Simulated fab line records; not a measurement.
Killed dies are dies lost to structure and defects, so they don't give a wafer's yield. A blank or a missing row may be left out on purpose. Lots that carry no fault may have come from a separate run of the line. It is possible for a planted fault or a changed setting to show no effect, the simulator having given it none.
What tool caused it? :: flow gf180mcu :: 39 wafers from 13 lots sampled at 4 of the route's 602 steps

== WHAT EACH GAUGE READ, for each wafer ==
GF_M3_OVL_MEAS_15. Usual: M3_OVL typically reads -4 nm, with standard deviation 5.8.
lot: L898
measured: day 22 02:55
on: overlay-01
M3_OVL (nm): -7 -11 -8
flag: 

lot: L900
measured: day 22 20:57
on: overlay-01
M3_OVL (nm): 2 -1 8
flag: 

lot: L901
measured: day 23 01:31
on: overlay-02
M3_OVL (nm): -14 -15 -16
flag: 

lot: L902
measured: day 23 12:10
on: overlay-02
M3_OVL (nm): -9 -11 -1
flag: 

lot: L905
measured: day 24 13:20
on: overlay-01
M3_OVL (nm): -4 -13 0
flag: 

lot: L906
measured: day 25 04:13
on: overlay-01
M3_OVL (nm): -7 -4 -8
flag: 

lot: L908
measured: day 25 16:51
on: overlay-01
M3_OVL (nm): -8 -6 -5
flag: 

lot: L909
measured: day 25 22:37
on: overlay-01
M3_OVL (nm): -4 2 -1
flag: 

lot: L910
measured: day 26 07:22
on: overlay-02
M3_OVL (nm): -8 1 -4
flag: 

lot: L916
measured: day 28 08:10
on: overlay-01
M3_OVL (nm): 9 8 -3
flag: 

lot: L917
measured: day 28 13:24
on: overlay-02
M3_OVL (nm): -2 -7 1
flag: 

lot: L919
measured: day 28 22:33
on: overlay-01
M3_OVL (nm): -12 -11 -7
flag: 

lot: L918
measured: day 28 23:54
on: overlay-02
M3_OVL (nm): 3 -3 3
flag: 

== WHICH TOOL RAN EACH LOT (tool, then ch and the chambers of the sampled wafers, then the start) ==
lot: L898
GF_V2_SPUTTER_22: pvd-sputter-02, day 21 02:34
GF_M3_SPUTTER_00: pvd-sputter-01, day 21 03:11
GF_M3_SPUTTER_04: pvd-sputter-01, day 21 03:22

lot: L900
GF_V2_SPUTTER_22: pvd-sputter-04, day 21 20:44
GF_M3_SPUTTER_00: pvd-sputter-03, day 21 21:22
GF_M3_SPUTTER_04: pvd-sputter-03, day 21 21:33

lot: L901
GF_V2_SPUTTER_22: pvd-sputter-04, day 22 01:44
GF_M3_SPUTTER_00: pvd-sputter-01, day 22 02:22
GF_M3_SPUTTER_04: pvd-sputter-01, day 22 02:33

lot: L902
GF_V2_SPUTTER_22: pvd-sputter-03, day 22 12:05
GF_M3_SPUTTER_00: pvd-sputter-03, day 22 12:43
GF_M3_SPUTTER_04: pvd-sputter-03, day 22 12:53

lot: L905
GF_V2_SPUTTER_22: pvd-sputter-02, day 23 14:14
GF_M3_SPUTTER_00: pvd-sputter-03, day 23 14:52
GF_M3_SPUTTER_04: pvd-sputter-03, day 23 15:02

lot: L906
GF_V2_SPUTTER_22: pvd-sputter-03, day 24 05:04
GF_M3_SPUTTER_00: pvd-sputter-02, day 24 05:42
GF_M3_SPUTTER_04: pvd-sputter-02, day 24 05:53

lot: L908
GF_V2_SPUTTER_22: pvd-sputter-02, day 24 18:50
GF_M3_SPUTTER_00: pvd-sputter-03, day 24 19:30
GF_M3_SPUTTER_04: pvd-sputter-03, day 24 19:41

lot: L909
GF_V2_SPUTTER_22: pvd-sputter-03, day 25 00:35
GF_M3_SPUTTER_00: pvd-sputter-03, day 25 01:13
GF_M3_SPUTTER_04: pvd-sputter-03, day 25 01:24

lot: L910
GF_V2_SPUTTER_22: pvd-sputter-02, day 25 08:50
GF_M3_SPUTTER_00: pvd-sputter-03, day 25 09:28
GF_M3_SPUTTER_04: pvd-sputter-03, day 25 09:38

lot: L916
GF_V2_SPUTTER_22: pvd-sputter-04, day 27 11:29
GF_M3_SPUTTER_00: pvd-sputter-01, day 27 12:07
GF_M3_SPUTTER_04: pvd-sputter-01, day 27 12:17

lot: L917
GF_V2_SPUTTER_22: pvd-sputter-04, day 27 17:43
GF_M3_SPUTTER_00: pvd-sputter-02, day 27 18:21
GF_M3_SPUTTER_04: pvd-sputter-02, day 27 18:32

lot: L919
GF_V2_SPUTTER_22: pvd-sputter-03, day 28 02:41
GF_M3_SPUTTER_00: pvd-sputter-03, day 28 03:19
GF_M3_SPUTTER_04: pvd-sputter-03, day 28 03:29

lot: L918
GF_V2_SPUTTER_22: pvd-sputter-04, day 28 04:20
GF_M3_SPUTTER_00: pvd-sputter-02, day 28 04:58
GF_M3_SPUTTER_04: pvd-sputter-02, day 28 05:08
- GF_V2_SPUTTER_22: material TiN, target thk 10 nm, time 40 s.
- GF_M3_SPUTTER_00: material Ti, target thk 37.5 nm, time 150 s.
- GF_M3_SPUTTER_04: material TiN, target thk 50 nm, time 41.7 s.

== AS READ BY THE TOOLS THEMSELVES (means over the sampled wafers that have a number; for cases with no such wafer, the mark the record gives instead) ==
GF_V2_SPUTTER_22. Usual: cathode-dc-power-W 4000.1 W, standard deviation 0.65; chamber-pressure-pa 5.002 Pa, standard deviation 0.01; throttle-valve-pct 30.3 %, standard deviation 1.3.
lot: L898
tool: pvd-sputter-02
cathode-dc-power-W (W): 4000.1
chamber-pressure-pa (Pa): 5.003
throttle-valve-pct (%): 29.9
flag: 

lot: L900
tool: pvd-sputter-04
cathode-dc-power-W (W): 4000.5
chamber-pressure-pa (Pa): 5.002
throttle-valve-pct (%): 31.6
flag: 

lot: L901
tool: pvd-sputter-04
cathode-dc-power-W (W): 3999.2
chamber-pressure-pa (Pa): 4.994
throttle-valve-pct (%): 31.4
flag: 

lot: L902
tool: pvd-sputter-03
cathode-dc-power-W (W): 3999.9
chamber-pressure-pa (Pa): 5.004
throttle-valve-pct (%): 29.2
flag: 

lot: L905
tool: pvd-sputter-02
cathode-dc-power-W (W): 4000.5
chamber-pressure-pa (Pa): 5.000
throttle-valve-pct (%): 30.3
flag: 

lot: L906
tool: pvd-sputter-03
cathode-dc-power-W (W): 4000.5
chamber-pressure-pa (Pa): 4.998
throttle-valve-pct (%): 29.7
flag: 

lot: L908
tool: pvd-sputter-02
cathode-dc-power-W (W): 4000.2
chamber-pressure-pa (Pa): 4.985
throttle-valve-pct (%): 30.2
flag: 

lot: L909
tool: pvd-sputter-03
cathode-dc-power-W (W): 4000.9
chamber-pressure-pa (Pa): 4.995
throttle-valve-pct (%): 29.1
flag: 

lot: L910
tool: pvd-sputter-02
cathode-dc-power-W (W): 3999.9
chamber-pressure-pa (Pa): 5.001
throttle-valve-pct (%): 30.3
flag: 

lot: L916
tool: pvd-sputter-04
cathode-dc-power-W (W): 4000.1
chamber-pressure-pa (Pa): 5.011
throttle-valve-pct (%): 30.6
flag: 

lot: L917
tool: pvd-sputter-04
cathode-dc-power-W (W): 4000.7
chamber-pressure-pa (Pa): 5.003
throttle-valve-pct (%): 30.9
flag: 

lot: L919
tool: pvd-sputter-03
cathode-dc-power-W (W): 3999.1
chamber-pressure-pa (Pa): 5.004
throttle-valve-pct (%): 28.5
flag: 

lot: L918
tool: pvd-sputter-04
cathode-dc-power-W (W): 4000.9
chamber-pressure-pa (Pa): 5.001
throttle-valve-pct (%): 31.6
flag: 

GF_M3_SPUTTER_00. Usual: cathode-dc-power-W 4000.0 W, standard deviation 0.79; chamber-pressure-pa 2.000 Pa, standard deviation 0.0042; throttle-valve-pct 29.9 %, standard deviation 1.1.
lot: L898
tool: pvd-sputter-01
cathode-dc-power-W (W): 4000.2
chamber-pressure-pa (Pa): 1.996
throttle-valve-pct (%): 29.3
flag: 

lot: L900
tool: pvd-sputter-03
cathode-dc-power-W (W): 3999.9
chamber-pressure-pa (Pa): 2.004
throttle-valve-pct (%): 28.5
flag: 

lot: L901
tool: pvd-sputter-01
cathode-dc-power-W (W): 4000.0
chamber-pressure-pa (Pa): 2.000
throttle-valve-pct (%): 30.8
flag: 

lot: L902
tool: pvd-sputter-03
cathode-dc-power-W (W): 4000.5
chamber-pressure-pa (Pa): 2.002
throttle-valve-pct (%): 29.7
flag: 

lot: L905
tool: pvd-sputter-03
cathode-dc-power-W (W): 3999.7
chamber-pressure-pa (Pa): 2.002
throttle-valve-pct (%): 29.1
flag: 

lot: L906
tool: pvd-sputter-02
cathode-dc-power-W (W): 4000.7
chamber-pressure-pa (Pa): 1.999
throttle-valve-pct (%): 30.0
flag: 

lot: L908
tool: pvd-sputter-03
cathode-dc-power-W (W): -
chamber-pressure-pa (Pa): -
throttle-valve-pct (%): -
flag: OFF

lot: L909
tool: pvd-sputter-03
cathode-dc-power-W (W): -
chamber-pressure-pa (Pa): -
throttle-valve-pct (%): -
flag: OFF

lot: L910
tool: pvd-sputter-03
cathode-dc-power-W (W): -
chamber-pressure-pa (Pa): -
throttle-valve-pct (%): -
flag: OFF

lot: L916
tool: pvd-sputter-01
cathode-dc-power-W (W): 4000.2
chamber-pressure-pa (Pa): 1.998
throttle-valve-pct (%): 30.8
flag: 

lot: L917
tool: pvd-sputter-02
cathode-dc-power-W (W): 4000.8
chamber-pressure-pa (Pa): 2.003
throttle-valve-pct (%): 30.0
flag: 

lot: L919
tool: pvd-sputter-03
cathode-dc-power-W (W): 3999.4
chamber-pressure-pa (Pa): 2.002
throttle-valve-pct (%): 28.5
flag: 

lot: L918
tool: pvd-sputter-02
cathode-dc-power-W (W): 4000.5
chamber-pressure-pa (Pa): 2.001
throttle-valve-pct (%): 30.2
flag: 

GF_M3_SPUTTER_04. Usual: cathode-dc-power-W 6499.9 W, standard deviation 1.2; chamber-pressure-pa 0.3999 Pa, standard deviation 0.00088; throttle-valve-pct 29.9 %, standard deviation 1.1.
lot: L898
tool: pvd-sputter-01
cathode-dc-power-W (W): 6498.2
chamber-pressure-pa (Pa): 0.3995
throttle-valve-pct (%): 29.1
flag: 

lot: L900
tool: pvd-sputter-03
cathode-dc-power-W (W): 6499.9
chamber-pressure-pa (Pa): 0.3989
throttle-valve-pct (%): 28.6
flag: 

lot: L901
tool: pvd-sputter-01
cathode-dc-power-W (W): 6499.9
chamber-pressure-pa (Pa): 0.4001
throttle-valve-pct (%): 30.5
flag: 

lot: L902
tool: pvd-sputter-03
cathode-dc-power-W (W): 6500.2
chamber-pressure-pa (Pa): 0.4007
throttle-valve-pct (%): 29.7
flag: 

lot: L905
tool: pvd-sputter-03
cathode-dc-power-W (W): 6500.8
chamber-pressure-pa (Pa): 0.3996
throttle-valve-pct (%): 29.1
flag: 

lot: L906
tool: pvd-sputter-02
cathode-dc-power-W (W): 6500.7
chamber-pressure-pa (Pa): 0.3996
throttle-valve-pct (%): 30.0
flag: 

lot: L908
tool: pvd-sputter-03
cathode-dc-power-W (W): 6499.9
chamber-pressure-pa (Pa): 0.4000
throttle-valve-pct (%): 29.0
flag: 

lot: L909
tool: pvd-sputter-03
cathode-dc-power-W (W): 6499.6
chamber-pressure-pa (Pa): 0.4004
throttle-valve-pct (%): 29.0
flag: 

lot: L910
tool: pvd-sputter-03
cathode-dc-power-W (W): 6500.2
chamber-pressure-pa (Pa): 0.3999
throttle-valve-pct (%): 29.8
flag: 

lot: L916
tool: pvd-sputter-01
cathode-dc-power-W (W): 6500.4
chamber-pressure-pa (Pa): 0.4000
throttle-valve-pct (%): 30.7
flag: 

lot: L917
tool: pvd-sputter-02
cathode-dc-power-W (W): 6500.9
chamber-pressure-pa (Pa): 0.4012
throttle-valve-pct (%): 30.2
flag: 

lot: L919
tool: pvd-sputter-03
cathode-dc-power-W (W): 6499.7
chamber-pressure-pa (Pa): 0.3999
throttle-valve-pct (%): 28.4
flag: 

lot: L918
tool: pvd-sputter-02
cathode-dc-power-W (W): 6499.8
chamber-pressure-pa (Pa): 0.3995
throttle-valve-pct (%): 30.1
flag: 

== THE ANSWER, worked out from the rows above alone ==
Rule: a lot is off if the mean of its wafers that have a number lies more than 3 standard deviations from the usual mean. A lot without any number at a reading at which 4 lots or more have one is off too. All remaining lots with rows at the step are treated as sound. Order of review: gauges by route order, followed by the tools' own readings, for which a lot's mean as printed above is used. The first step at which some lot is off is used, and at that step the reading that is off furthest; a lot without a number counts as furthest.
Off at GF_M3_SPUTTER_00 (cathode-dc-power-W): L908, L909, L910. Without a number there: L908, L909, L910.
A tool fits if, at that step or a process step before it, it ran every lot that is off, and no sound lot after the first of them. Not one of the candidates tried fits.

== WHAT THE SIMULATOR PUT IN ==
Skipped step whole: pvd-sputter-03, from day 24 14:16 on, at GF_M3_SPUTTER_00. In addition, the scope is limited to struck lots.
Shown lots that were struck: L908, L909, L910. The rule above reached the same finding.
